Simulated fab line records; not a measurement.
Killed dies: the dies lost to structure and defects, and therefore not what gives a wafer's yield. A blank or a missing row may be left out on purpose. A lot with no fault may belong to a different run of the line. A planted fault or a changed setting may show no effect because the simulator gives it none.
fab line records    flow sky130
record lots=6  wafers=16  last_day=51
route steps=708 shown VIA1@470 METAL2@483 PAD_OPEN@708
lots that met no fault: from a run of the same line without faults
start_h: hours from the record's first day to the start of the lot's first wafer shown    wait_h: hours from the lot's prior step to this one    " repeats the value in the row above    L1.1+2: a single row standing in for several wafers    - either no value or no given start    * or withheld: withheld    < > ~ a bound
route shown NAME@n: NAME is a module with steps in the file, n the number in the route of the first one    usual: mean and standard deviation over wafers with no fault    same: alike in all rows    chamber/n: place in a boat    sites: each site's reading    _std_site: standard deviation across them    _edge_site: inner sites' mean taken away from outer sites' mean    radius_mm: for every site, how far away it sits from the centre of the wafer    mask NAME#n: copy n    behind: the last tool/chamber to shape the wafer    hold: why the lot was held/for how many hours/how that ended    device: names the non-switching transistor (n, p or np)    end of line: the route-end tests of the same wafers    for a step that has no rows: nothing shown but its recipe    killed: dies that structure and defects cost at the first sort, which is not the same as the wafer's yield    map: a wafer's dies, x killed, . not, _ none there
set.NAME: the setting the step ran with; set.NAME@STEP: the setting that earlier step ran with    model.NAME: the simulator's own value behind a step, which no gauge read
lots at selected steps of the route; one table per step, one row per wafer
services: from which hour (start_h, from the record's first day; less than 0 if before it) a tool's chamber was out of use, for how many hours, and why
## steps
# step SKY_VIA1_CD_MEAS_12
# recipe target_cd_nm=150
# usual cd_nm=149.8/1.7
lot.wafer  tool       chamber  start_h  wait_h  cd_nm
L771.4     cd_sem-02  -        863.40   -       147.8
L771.5     "          -        "        "       150.0
L771.6     "          -        "        "       148.1
L774.1     cd_sem-01  -        885.84   -       146.8
L774.4     "          -        "        "       146.8
L774.5     "          -        "        "       143.7
L777.3     cd_sem-01  -        903.73   -       149.6
L777.5     "          -        "        "       146.4
L778.2     cd_sem-02  -        912.95   -       149.6
L778.5     "          -        "        "       150.0
L785.1     cd_sem-02  -        958.33   -       152.4
L785.2     "          -        "        "       152.1
L785.6     "          -        "        "       151.1
L787.2     cd_sem-02  -        969.90   -       149.6
L787.5     "          -        "        "       149.6
L787.6     "          -        "        "       149.0
# step SKY_VIA1_OVL_MEAS_13
# usual VIA1_OVL=-1/5.2
lot.wafer  tool        chamber  start_h  wait_h  VIA1_OVL[nm]
L771.4     overlay-01  -        863.48   0.1     6
L771.5     "           -        "        "       -8
L771.6     "           -        "        "       -6
L774.1     overlay-01  -        885.96   0.1     0
L774.4     "           -        "        "       5
L774.5     "           -        "        "       0
L777.3     overlay-02  -        903.83   0.1     11
L777.5     "           -        "        "       7
L778.2     overlay-01  -        913.05   0.1     -5
L778.5     "           -        "        "       -7
L785.1     overlay-02  -        958.45   0.1     5
L785.2     "           -        "        "       3
L785.6     "           -        "        "       4
L787.2     overlay-01  -        970.00   0.1     -2
L787.5     "           -        "        "       -4
L787.6     "           -        "        "       1
# step SKY_VIA1_ETCH_14
# recipe chemistry=N2/H2  target=BARC  ion_energy_ev=200  source_w=500  bias_w=100  pressure_mtorr=30  n2_flow_sccm=100  h2_flow_sccm=200  stop_on=SiO2  time_s=45.9  target_depth_a=600
# usual drypump_motor_current_A=5.6/0.44  h2_flow_sccm=200.0/0.56  oes_product_au=0.855/0.0053  rf_fwd_power_W=494.8/2.4  throttle_valve_pct=13.225/0.0092
lot.wafer  tool         chamber  start_h  wait_h  drypump_motor_current_A  h2_flow_sccm  oes_product_au  rf_fwd_power_W  rf_hours_counter_h  throttle_valve_pct
L771.4     rie_diel-04  1        863.50   0.0     4.8                      199.5         0.847           495.9           22                  13.240
L771.5     "            1        "        "       4.8                      199.7         0.854           495.5           -                   13.226
L771.6     "            0        "        "       6.2                      199.6         0.856           496.8           -                   13.229
L774.1     rie_diel-02  0        886.00   0.0     5.3                      199.0         0.859           489.9           19                  13.205
L774.4     "            1        "        "       5.0                      199.5         0.864           493.3           9                   13.222
L774.5     "            1        "        "       5.1                      199.7         0.862           494.5           -                   13.217
L777.3     rie_diel-04  2        903.85   0.0     5.4                      200.2         0.852           492.8           12                  13.215
L777.5     "            1        "        "       4.8                      199.8         0.851           494.3           -                   13.236
L778.2     rie_diel-02  3        913.08   0.0     5.3                      200.0         0.848           494.5           6                   13.234
L778.5     "            0        "        "       5.3                      199.7         0.855           489.0           -                   13.224
L785.1     rie_diel-03  0        958.48   0.0     5.9                      201.3         0.847           493.4           25                  13.232
L785.2     "            2        "        "       5.9                      199.6         0.848           492.6           12                  13.229
L785.6     "            3        "        "       5.7                      200.2         0.852           493.6           -                   13.223
L787.2     rie_diel-02  1        970.03   0.0     5.0                      200.5         0.848           495.6           11                  13.233
L787.5     "            1        "        "       5.1                      201.1         0.861           496.2           -                   13.233
L787.6     "            0        "        "       5.2                      200.6         0.859           491.9           -                   13.221
# step SKY_VIA1_ETCH_15
# recipe target=SiO2  chemistry=C4F8/O2/Ar  target_depth_nm=351  stop_on=TiN  mask_material=KrF-thick  source_w=1500  bias_w=1200  pressure_mtorr=40  c4f8_flow_sccm=withheld  O2_flow_sccm=6  Ar_flow_sccm=300  time_s=54
# step SKY_VIA1_STRIP_16
# recipe chemistry=O2/N2  power_w=1400  pressure_mtorr=1500  platen_temp_c=withheld  o2_flow_sccm=3000  n2_flow_sccm=300  overash_fraction=0.5
# usual drypump_motor_current_A=5.7/0.51  o2_flow_sccm=3000/8.4  oes_product_au=0.415/0.0042  strip_time_to_endpoint_s=4.449/0.02
lot.wafer  tool             chamber  start_h  wait_h  drypump_motor_current_A  o2_flow_sccm  oes_product_au  rf_hours_counter_h  strip_time_to_endpoint_s
L771.4     plasma_asher-02  1        863.62   0.1     5.2                      3006          0.416           -                   4.449
L771.5     "                1        "        "       5.2                      3008          0.408           -                   4.448
L771.6     "                0        "        "       5.5                      3008          0.421           -                   4.495
L774.1     plasma_asher-01  1        886.09   0.0     5.8                      3002          0.414           77                  4.445
L774.4     "                1        "        "       5.9                      2997          0.417           -                   4.461
L774.5     "                1        "        "       5.9                      3016          0.416           -                   4.423
L777.3     plasma_asher-04  0        903.97   0.1     6.4                      3021          0.412           -                   4.451
L777.5     "                0        "        "       6.4                      3012          0.414           -                   4.458
L778.2     plasma_asher-04  1        913.17   0.0     6.1                      3005          0.421           16                  4.420
L778.5     "                1        "        "       6.1                      3019          0.420           -                   4.431
L785.1     plasma_asher-04  1        958.57   0.0     6.1                      2993          0.414           20                  4.460
L785.2     "                0        "        "       6.4                      2991          0.422           20                  4.460
L785.6     "                0        "        "       6.4                      2987          0.413           -                   4.418
L787.2     plasma_asher-02  1        970.12   0.0     5.2                      3002          0.414           114                 4.470
L787.5     "                0        "        "       5.4                      3005          0.418           -                   4.437
L787.6     "                1        "        "       5.2                      3002          0.417           -                   4.447
# step SKY_VIA1_STRIP_17
# recipe chemistry=post_etch_residue_remover  time_s=1200  temp_c=72.5
# step SKY_VIA1_CLEAN_18
# recipe chemistry=IPA  time_s=180  temp_c=25
# step SKY_VIA1_CLEAN_19
# recipe chemistry=O3/DIW  dry=n2_spin
# step SKY_VIA1_SPUTTER_20
# recipe material=TiN  target_thk_nm=20  chamber_pressure_pa=5  power_w=4000  time_s=80
# usual throttle_valve_pct=29.5/1
lot.wafer  tool            chamber  start_h  wait_h  throttle_valve_pct
L771.4     pvd_sputter-04  -        864.29   0.0     30.1
L771.5     "               -        "        "       28.6
L771.6     "               -        "        "       30.0
L774.1     pvd_sputter-03  -        886.68   0.0     28.7
L774.4     "               -        "        "       29.9
L774.5     "               -        "        "       30.0
L777.3     pvd_sputter-02  -        904.53   0.0     30.8
L777.5     "               -        "        "       29.1
L778.2     pvd_sputter-02  -        913.82   0.0     30.8
L778.5     "               -        "        "       30.6
L785.1     pvd_sputter-04  -        959.16   0.0     30.0
L785.2     "               -        "        "       28.7
L785.6     "               -        "        "       28.3
L787.2     pvd_sputter-04  -        970.76   0.0     30.0
L787.5     "               -        "        "       30.0
L787.6     "               -        "        "       30.9
# step SKY_VIA1_CVD_21
# recipe material=W  target_thk_nm=270  time_s=80.902  temp_c=400  pressure_torr=40
# usual heater_power_w=853/57
lot.wafer  tool      chamber  start_h  wait_h  heater_power_w
L771.4     cvd_w-01  0        864.39   0.1     852
L771.5     "         0        "        "       844
L771.6     "         1        "        "       815
L774.1     cvd_w-01  1        886.74   0.0     815
L774.4     "         0        "        "       858
L774.5     "         1        "        "       863
L777.3     cvd_w-02  0        904.62   0.1     909
L777.5     "         0        "        "       895
L778.2     cvd_w-02  0        913.88   0.0     911
L778.5     "         1        "        "       907
L785.1     cvd_w-01  0        959.22   0.0     810
L785.2     "         1        "        "       746
L785.6     "         0        "        "       788
L787.2     cvd_w-02  1        970.82   0.0     925
L787.5     "         0        "        "       913
L787.6     "         1        "        "       909
# step SKY_VIA1_RS_MEAS_22
# recipe thk_meas_gauge=four-point-probe  reads=W_of_VIA1_CVD_21+TiN_of_VIA1_SPUTTER_20
# usual VIA1_W_RS=0.427/0.0057
lot.wafer  tool           chamber  start_h  wait_h  VIA1_W_RS[ohm/sq]
L771.4     film_metro-01  -        864.51   0.1     0.424
L771.5     "              -        "        "       0.425
L771.6     "              -        "        "       0.416
L774.1     film_metro-04  -        886.83   0.1     0.420
L774.4     "              -        "        "       0.424
L774.5     "              -        "        "       0.423
L777.3     film_metro-04  -        904.72   0.1     0.434
L777.5     "              -        "        "       0.438
L778.2     film_metro-02  -        913.99   0.1     0.429
L778.5     "              -        "        "       0.423
L785.1     film_metro-02  -        959.32   0.1     0.426
L785.2     "              -        "        "       0.431
L785.6     "              -        "        "       0.427
L787.2     film_metro-01  -        970.93   0.1     0.427
L787.5     "              -        "        "       0.441
L787.6     "              -        "        "       0.427
# step SKY_VIA1_THK_MEAS_23
# recipe thk_meas_gauge=xrf  reads=W_of_VIA1_CVD_21
# usual VIA1_W_THK=265/3.6
lot.wafer  tool           chamber  start_h  wait_h  VIA1_W_THK[nm]
L771.4     film_metro-01  -        864.60   0.1     265
L771.5     "              -        "        "       264
L771.6     "              -        "        "       271
L774.1     film_metro-04  -        886.95   0.1     267
L774.4     "              -        "        "       265
L774.5     "              -        "        "       266
L777.3     film_metro-04  -        904.82   0.1     261
L777.5     "              -        "        "       259
L778.2     film_metro-02  -        914.10   0.1     267
L778.5     "              -        "        "       271
L785.1     film_metro-02  -        959.44   0.1     266
L785.2     "              -        "        "       264
L785.6     "              -        "        "       265
L787.2     film_metro-01  -        971.04   0.1     264
L787.5     "              -        "        "       257
L787.6     "              -        "        "       266
# step SKY_VIA1_CMP_24
# recipe stop_on=SiO2  t_overpolish_s=15  down_force_psi=3.5  platen_rpm=60  target_thk_nm=0  pad_velocity_m_s=0.94248
# usual motor_current_A=10.8/0.72  overpolish_run_s=15.000/0.0087  time_to_endpoint_s=65/3.1
lot.wafer  tool    chamber  start_h  wait_h  motor_current_A  overpolish_run_s  time_to_endpoint_s
L771.4     cmp-01  3        864.63   0.0     11.3             14.996            64
L771.5     "       3        "        "       11.5             14.999            65
L771.6     "       0        "        "       10.5             14.996            66
L774.1     cmp-02  2        887.20   0.2     10.7             14.988            66
L774.4     "       1        "        "       10.6             14.995            65
L774.5     "       3        "        "       10.4             14.993            65
L777.3     cmp-01  0        904.91   0.1     10.7             14.991            64
L777.5     "       0        "        "       10.7             0.036             102
L778.2     cmp-01  3        914.20   0.1     11.5             14.993            68
L778.5     "       2        "        "       10.2             0.037             105
L785.2     cmp-02  1        959.55   0.1     10.6             15.023            63
L785.1     "       3        "        "       9.9              14.992            60
L785.6     "       1        "        "       10.6             15.019            63
L787.2     cmp-02  2        971.15   0.1     9.7              15.013            63
L787.6     "       2        "        "       9.4              14.996            63
L787.5     "       3        "        "       9.9              15.010            60
# step SKY_METAL2_SPUTTER_00
# recipe material=Ti  target_thk_nm=15  power_w=3000  time_s=10  chamber_pressure_pa=0.4
# usual throttle_valve_pct=30.4/1.2
lot.wafer  tool            chamber  start_h  wait_h  throttle_valve_pct
L771.4     pvd_sputter-02  -        864.93   0.2     29.1
L771.5     "               -        "        "       28.9
L771.6     "               -        "        "       30.9
L774.1     pvd_sputter-03  -        887.52   0.3     30.3
L774.4     "               -        "        "       27.9
L774.5     "               -        "        "       27.9
L777.3     pvd_sputter-01  -        905.16   0.2     31.4
L778.2     pvd_sputter-01  -        914.45   0.2     31.0
L785.1     pvd_sputter-01  -        959.80   0.1     31.3
L785.2     "               -        "        "       31.5
L785.6     "               -        "        "       31.2
L787.2     pvd_sputter-03  -        971.45   0.2     30.8
L787.5     "               -        "        "       28.9
L787.6     "               -        "        "       31.0
# step SKY_PAD_OPEN_PROBE_99
# usual defect_limited_yield=82.7/1.9  killed_at_M0_to_M3=44/7.2  killed_at_M4_up=2.9/1.8  killed_at_contacts=24/5.2  killed_at_front_end=15/4  killed_at_other=0.2/0.49  killed_dies=85/9.1  killed_on_rim=17/3.7  killed_open=47/6.8  killed_short=38/5.7  sort_bin_3_pad_short=0.9/0.44  sort_bin_5_function=10.3/1.4  sort_bin_6_memory=6.2/1.1  sort_n_pass=407/9.1  sort_yield_pct=82.7/1.9
# same gross_dies=492  killed_at_back_side=0  sort_bin_4_leakage[%]=0  sort_bin_8_speed[%]=0
lot.wafer  tool       chamber  start_h  wait_h  defect_limited_yield[%]  killed_at_M0_to_M3  killed_at_M4_up  killed_at_contacts  killed_at_front_end  killed_at_other  killed_dies  killed_on_rim  killed_open  killed_short  sort_bin_3_pad_short[%]  sort_bin_5_function[%]  sort_bin_6_memory[%]  sort_n_pass  sort_yield_pct[%]
L771.4     prober-01  -        1138.99  0.2     82.5                     36                  4                32                  14                   0                86           15             47           39            1.0                      10.2                    6.3                   406          82.5
L771.5     prober-01  -        1139.04  0.2     84.6                     35                  0                25                  16                   0                76           18             48           28            0                        8.7                     6.7                   416          84.6
L771.6     prober-01  -        1139.09  0.2     82.5                     41                  3                28                  14                   0                86           14             50           36            0.8                      9.8                     6.9                   406          82.5
L774.1     prober-01  -        1154.05  0.1     80.7                     52                  1                28                  14                   0                95           24             52           43            0.8                      10.6                    7.9                   397          80.7
L774.4     prober-01  -        1154.20  0.2     82.7                     49                  0                20                  16                   0                85           16             49           36            0.4                      10.8                    6.1                   407          82.7
L774.5     prober-01  -        1154.25  0.2     83.9                     34                  2                30                  13                   0                79           13             47           32            0.6                      8.1                     7.3                   413          83.9
L777.3     prober-02  -        1167.12  0.2     77.8                     63                  3                23                  20                   0                109          17             58           51            1.2                      13.0                    7.9                   383          77.8
L777.5     prober-02  -        1167.22  0.2     0                        443                 1                31                  17                   0                492          96             60           39            81.5                     11.0                    7.5                   0            0
L778.5     prober-01  -        1175.47  0.2     0                        437                 5                29                  20                   1                492          96             37           44            84.6                     9.1                     6.3                   0            0
L785.1     prober-02  -        1205.45  0.1     86.8                     34                  5                16                  10                   0                65           12             36           29            0                        9.6                     3.7                   427          86.8
L785.2     prober-02  -        1205.50  0.1     83.5                     49                  1                24                  7                    0                81           16             48           33            0.4                      10.4                    5.7                   411          83.5
L785.6     prober-02  -        1205.70  0.2     84.6                     45                  1                20                  10                   0                76           11             38           38            1.2                      7.1                     7.1                   416          84.6
# killed by level:class
L771.4 CONTACT:geometric_particle:open=15 VIA2:geometric_particle:open=9 VIA1:geometric_particle:open=8 FIELD_ISO:geometric_particle:short=6 LI_CONTACT:geometric_particle:open=6 METAL1:geometric_particle:short=5 VIA1:geometric_particle:short=4 METAL3:geometric_particle:short=4
L771.5 LI_CONTACT:geometric_particle:open=11 VIA2:geometric_particle:open=9 CONTACT:geometric_particle:open=8 FIELD_ISO:geometric_particle:open=5 VIA1:geometric_particle:open=5 FIELD_ISO:geometric_particle:short=4 VIA3:geometric_particle:short=4 METAL2:geometric_particle:short=4
L771.6 LI_CONTACT:geometric_particle:open=10 VIA2:geometric_particle:open=8 VIA1:geometric_particle:open=8 CONTACT:geometric_particle:short=6 CONTACT:geometric_particle:open=6 VIA3:geometric_particle:open=6 FIELD_ISO:geometric_particle:open=5 METAL2:geometric_particle:short=5
L774.1 VIA1:geometric_particle:open=14 CONTACT:geometric_particle:open=10 VIA1:geometric_particle:short=10 LI_CONTACT:geometric_particle:open=8 VIA3:geometric_particle:open=7 METAL1:geometric_particle:short=6 CONTACT:geometric_particle:short=6 VIA2:geometric_particle:open=5
L774.4 VIA1:geometric_particle:open=17 METAL1:geometric_particle:short=9 FIELD_ISO:geometric_particle:open=7 LI_CONTACT:geometric_particle:open=6 VIA3:geometric_particle:open=6 LI_CONTACT:geometric_particle:short=4 CONTACT:geometric_particle:open=4 CONTACT:geometric_particle:short=4
L774.5 CONTACT:geometric_particle:open=13 VIA1:geometric_particle:open=6 LI_CONTACT:geometric_particle:open=5 CONTACT:geometric_particle:short=5 LOCAL_INTERCONNECT:geometric_particle:short=5 VIA3:geometric_particle:open=5 METAL1:geometric_particle:short=4 METAL2:geometric_particle:short=4
L777.3 VIA1:geometric_particle:open=18 VIA2:geometric_particle:open=12 CONTACT:geometric_particle:short=9 VIA1:geometric_particle:short=8 METAL2:geometric_particle:short=8 LI_CONTACT:geometric_particle:open=6 FIELD_ISO:geometric_particle:open=6 METAL1:geometric_particle:short=6
L777.5 VIA1:area_cmp=393 VIA1:geometric_particle:open=14 LI_CONTACT:geometric_particle:open=13 VIA1:geometric_particle:short=9 VIA3:geometric_particle:open=8 CONTACT:geometric_particle:open=7 POLY_GATE:geometric_particle:open=7 VIA2:geometric_particle:open=5
L778.5 VIA1:area_cmp=411 LOCAL_INTERCONNECT:geometric_particle:short=7 VIA1:geometric_particle:open=7 CONTACT:geometric_particle:open=7 FIELD_ISO:geometric_particle:short=6 VIA1:geometric_particle:short=6 LI_CONTACT:geometric_particle:open=5 METAL4:geometric_particle:short=4
L785.1 VIA1:geometric_particle:open=10 VIA3:geometric_particle:open=7 CONTACT:geometric_particle:open=6 VIA1:geometric_particle:short=6 LOCAL_INTERCONNECT:geometric_particle:short=5 VIA2:geometric_particle:open=4 FIELD_ISO:geometric_particle:short=3 FIELD_ISO:geometric_particle:open=3
L785.2 VIA3:geometric_particle:open=10 VIA1:geometric_particle:open=10 CONTACT:geometric_particle:open=9 LOCAL_INTERCONNECT:geometric_particle:short=5 METAL2:geometric_particle:short=5 METAL1:geometric_particle:short=5 POLY_GATE:geometric_particle:open=4 LI_CONTACT:geometric_particle:open=4
L785.6 VIA1:geometric_particle:open=12 LI_CONTACT:geometric_particle:short=6 VIA3:geometric_particle:open=6 CONTACT:geometric_particle:open=5 VIA1:geometric_particle:short=5 METAL2:geometric_particle:short=5 VIA2:geometric_particle:open=5 METAL3:geometric_particle:short=5
# map L777.5 (x killed, . not)
__________xxxxxxxxxx_________
________xxxxxxxxxxxxxx_______
______xxxxxxxxxxxxxxxxxx_____
_____xxxxxxxxxxxxxxxxxxxx____
____xxxxxxxxxxxxxxxxxxxxxx___
___xxxxxxxxxxxxxxxxxxxxxxxx__
__xxxxxxxxxxxxxxxxxxxxxxxxxx_
_xxxxxxxxxxxxxxxxxxxxxxxxxxxx
_xxxxxxxxxxxxxxxxxxxxxxxxxxxx
_xxxxxxxxxxxxxxxxxxxxxxxxxxxx
_xxxxxxxxxxxxxxxxxxxxxxxxxxxx
_xxxxxxxxxxxxxxxxxxxxxxxxxxxx
_xxxxxxxxxxxxxxxxxxxxxxxxxxxx
_xxxxxxxxxxxxxxxxxxxxxxxxxxxx
_xxxxxxxxxxxxxxxxxxxxxxxxxxxx
__xxxxxxxxxxxxxxxxxxxxxxxxxx_
___xxxxxxxxxxxxxxxxxxxxxxxx__
____xxxxxxxxxxxxxxxxxxxxxx___
_____xxxxxxxxxxxxxxxxxxxx____
______xxxxxxxxxxxxxxxxxx_____
________xxxxxxxxxxxxxx_______
__________xxxxxxxxxx_________
# map L778.5 (x killed, . not)
__________xxxxxxxxxx_________
________xxxxxxxxxxxxxx_______
______xxxxxxxxxxxxxxxxxx_____
_____xxxxxxxxxxxxxxxxxxxx____
____xxxxxxxxxxxxxxxxxxxxxx___
___xxxxxxxxxxxxxxxxxxxxxxxx__
__xxxxxxxxxxxxxxxxxxxxxxxxxx_
_xxxxxxxxxxxxxxxxxxxxxxxxxxxx
_xxxxxxxxxxxxxxxxxxxxxxxxxxxx
_xxxxxxxxxxxxxxxxxxxxxxxxxxxx
_xxxxxxxxxxxxxxxxxxxxxxxxxxxx
_xxxxxxxxxxxxxxxxxxxxxxxxxxxx
_xxxxxxxxxxxxxxxxxxxxxxxxxxxx
_xxxxxxxxxxxxxxxxxxxxxxxxxxxx
_xxxxxxxxxxxxxxxxxxxxxxxxxxxx
__xxxxxxxxxxxxxxxxxxxxxxxxxx_
___xxxxxxxxxxxxxxxxxxxxxxxx__
____xxxxxxxxxxxxxxxxxxxxxx___
_____xxxxxxxxxxxxxxxxxxxx____
______xxxxxxxxxxxxxxxxxx_____
________xxxxxxxxxxxxxx_______
__________xxxxxxxxxx_________
## services
tool            chamber  start_h  hours  kind
rie_diel-03     -        839.53   4.9    repair
cmp-02          -        844.01   6.1    repair
pvd_sputter-04  -        850.83   2.8    repair
cmp-01          -        853.43   0.9    repair
rie_diel-04     1        855.35   5.1    repair
rie_diel-03     3        858.05   14.4   repair
cvd_w-02        -        862.20   14.6   pm
cmp-02          -        862.74   19.6   pm
cmp-01          -        882.59   5.5    pm
cmp-02          -        892.65   5.4    pm
cvd_w-01        -        904.00   14.0   pm
rie_diel-04     0        910.34   8.0    repair
cmp-02          -        912.07   4.0    pm
cmp-02          -        912.90   1.0    repair
cmp-01          -        916.07   5.4    pm
cmp-02          -        922.56   6.5    repair
rie_diel-02     -        933.12   15.6   pm
rie_diel-04     3        933.68   3.7    repair
rie_diel-03     -        937.15   0.2    repair
pvd_sputter-04  -        950.92   4.6    repair
pvd_sputter-01  -        962.29   24.6   repair
rie_diel-03     0        964.81   14.7   repair
cmp-01          -        967.33   6.7    repair
cvd_w-01        -        967.39   6.9    pm
## key
first_sign step=SKY_VIA1_CMP_24  reading=overpolish_run_s  direction=down  sigmas=99+  usual=15.000  struck=0.036
effect step=SKY_VIA1_CMP_24  reading=time_to_endpoint_s  direction=up  sigmas=13  usual=*  struck=*
effect step=SKY_PAD_OPEN_PROBE_99  reading=sort_bin_3_pad_short  direction=up  sigmas=99+  usual=0.9  struck=83.0
more_kills_born_at SKY_VIA1_CMP_24@cmp-01=804
met_at SKY_VIA1_CMP_24
struck_wafers L777.5,L778.5
later_rows_left_out L777.5,L778.5
onset_between 864.63 904.91
fault kind=process_parameter_drift  tool=cmp-01  chamber=-  onset_h=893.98  steps=SKY_VIA1_CMP_24  channel=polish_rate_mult  offset=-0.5  shape=step  end_h=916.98  scope=struck_wafers_only
# later_rows_left_out: the simulator's readings of these wafers behind a module that went badly wrong aren't trusted and aren't shown, but for the sort
